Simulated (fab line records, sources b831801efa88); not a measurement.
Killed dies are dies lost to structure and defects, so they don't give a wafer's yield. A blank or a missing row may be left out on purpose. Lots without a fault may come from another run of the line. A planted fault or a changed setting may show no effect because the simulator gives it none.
Chamber matching | flow sky130 | SKY_CONTACT_CVD_00 on pecvd-01: 3 sister chambers
The step deposits Si3N4, target thk 75 nm. 6 wafers are shown with their chamber, then 7 later ones without.

WAFERS WITH THEIR CHAMBER
wafer  | chamber | heater_power_w (W) | heater_power_outer_w (W)
L144.3 | 0       | 712                | 418
L144.4 | 0       | 729                | 422
L143.2 | 2       | 804                | 433
L143.5 | 1       | 593                | 377
L146.1 | 2       | 857                | 474
L146.2 | 1       | 555                | 369

WAFERS WITHOUT THEIR CHAMBER
wafer  | heater_power_w (W) | heater_power_outer_w (W)
L146.6 | 583                | 374
L149.3 | 565                | 344
L149.4 | 866                | 478
L149.6 | 708                | 413
L150.2 | 735                | 363
L150.4 | 770                | 429
L150.5 | 749                | 379

WHICH CHAMBER EACH WENT THROUGH
wafer  | from the rows above     | in truth
L146.6 | 1                       | 1
L149.3 | 1                       | 1
L149.4 | 2                       | 2
L149.6 | 0                       | 0
L150.2 | 0                       | 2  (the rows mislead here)
L150.4 | can't be placed: 0 or 2 | 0
L150.5 | 0                       | 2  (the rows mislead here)
Placed correctly: 4 of 7. Can't be placed from these rows: 1 (the true chamber is among the candidates in 1). Placed wrongly: 2.
How it was worked out, from the rows above alone: a wafer's distance from a chamber is the root of the sum, over the readings, of the square of ((its reading less the chamber's mean) divided by the reading's scatter). The wafer belongs to the nearest chamber; if the next one is less than 2 further off, it can't be placed. A chamber's mean is the mean of its shown wafers. The scatter: the root of (the sum of the squares of (reading less its chamber's mean) over the shown wafers, divided by (wafers less chambers)).
